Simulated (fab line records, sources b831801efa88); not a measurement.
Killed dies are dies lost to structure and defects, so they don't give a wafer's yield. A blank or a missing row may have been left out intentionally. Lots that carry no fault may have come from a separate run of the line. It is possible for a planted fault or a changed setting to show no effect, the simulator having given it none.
A struck lot beside a sound one    flow gf180mcu    15 steps out of a route of 602
Sound: the wafers L269.1, L269.2, L269.6. Struck: wafers L281.1, L281.5. (L281.4 of the same lot was not struck and is left out.) The cause comes at the end.
For every step that has rows: the tool of each side, followed by ch and its chambers, followed by its first start. Under that, the readings that differ: sound wafers    struck wafers    difference of the means    sigmas: that difference in standard deviations of wafers without a fault.
alike: readings whose means differ by less than 2 such deviations, and words and numbers that are the same on both sides. not compared: withheld readings, readings that some wafer has no value for, bounds like >300 that may hide the same value, and numbers for which the record gives no deviation and whose values overlap.
The two part at a step that has a row with sigmas, a row that says differs or no value, or rows on one side only. Numbers that have no deviation but don't overlap get no sigmas and don't part them. A reading that every wafer of one side lacks parts them only if that side has two wafers or more.

GF_CONTACT_ETCH_16: etches BARC in N2/H2.
  sound on rie_diel-01 ch 0,1,2, day 18 01:45; struck on rie_diel-01 ch 1,3, day 22 10:08
  alike: drypump_motor_current_A, oes_product_au, throttle_valve_pct
then, 1 step without rows for these wafers: GF_CONTACT_ETCH_17 (etches SiO2 in C4F8/O2/Ar, stops on CoSi2, target depth 860 nm).
GF_CONTACT_STRIP_18: strips in O2/N2.
  sound on plasma_asher-02 ch 0,1, day 18 01:55; struck on plasma_asher-04 ch 0,1, day 22 10:18
  alike: drypump_motor_current_A, heater_power_w, oes_product_au
  not compared: rf_hours_counter_h
then, 3 steps without rows for these wafers: GF_CONTACT_CLEAN_19 (cleans in SPM); GF_CONTACT_CLEAN_20 (cleans in DIW); GF_CONTACT_CLEAN_21 (cleans in dHF, time 20 s).
GF_CONTACT_SPUTTER_22: material Ti, target thk 15 nm, time 80.02 s.
  sound on pvd_sputter-01, day 18 02:19; struck on pvd_sputter-02, day 22 10:36
  alike: throttle_valve_pct
then, 2 steps without rows for these wafers: GF_CONTACT_SPUTTER_23 (material TiN, target thk 10 nm, time 40 s); GF_CONTACT_CVD_24 (deposits W, target thk 300 nm, time 90.339 s).
GF_CONTACT_RS_MEAS_25: uses a four-point probe to measure.
  sound on film_metro-03, day 18 02:31; struck on film_metro-03, day 22 10:48
  alike: CONTACT_W_RS
GF_CONTACT_THK_MEAS_26: measures by xrf.
  sound on film_metro-03, day 18 02:38; struck on film_metro-03, day 22 10:55
  alike: CONTACT_W_THK
GF_CONTACT_CMP_27: polishes, stops on SiO2, t overpolish 15 s, target thk 0 nm.
  sound on cmp-01 ch 0,2,3, day 18 02:47; struck on cmp-02 ch 2, day 22 10:59
  alike: motor_current_A, overpolish_run_s, retaining_ring_pressure_frac, slurry_flow_ml_min, time_to_endpoint_s
GF_M1_SPUTTER_00: material Ti, target thk 37.5 nm, time 150 s.
  sound on pvd_sputter-04, day 18 02:59; struck on pvd_sputter-04, day 22 11:17
reading                                sound              struck       difference  sigmas
model.Ti_of_M1_SPUTTER_00.thk_nm (nm)  37.54 38.27 38.32  20.12 20.18  -17.89      
  alike: throttle_valve_pct
GF_M1_SPUTTER_01: material TiN, target thk 30 nm, time 25 s.
  sound on pvd_sputter-04, day 18 03:05; struck on pvd_sputter-04, day 22 11:23
  alike: throttle_valve_pct
-- the record jumps here: 11 days lie between the struck wafers' starts before and after (it left off in module M1 and takes up again in module PASSIVATION, whose first step shown is number 602 of the route) --
GF_PASSIVATION_PROBE_99:
  the record has rows for the struck wafers here (prober-01, day 33 17:49) and none for the sound ones

WHERE THEY PART
Within this record, at GF_PASSIVATION_PROBE_99 only.

WHY: what had been put in by the simulator
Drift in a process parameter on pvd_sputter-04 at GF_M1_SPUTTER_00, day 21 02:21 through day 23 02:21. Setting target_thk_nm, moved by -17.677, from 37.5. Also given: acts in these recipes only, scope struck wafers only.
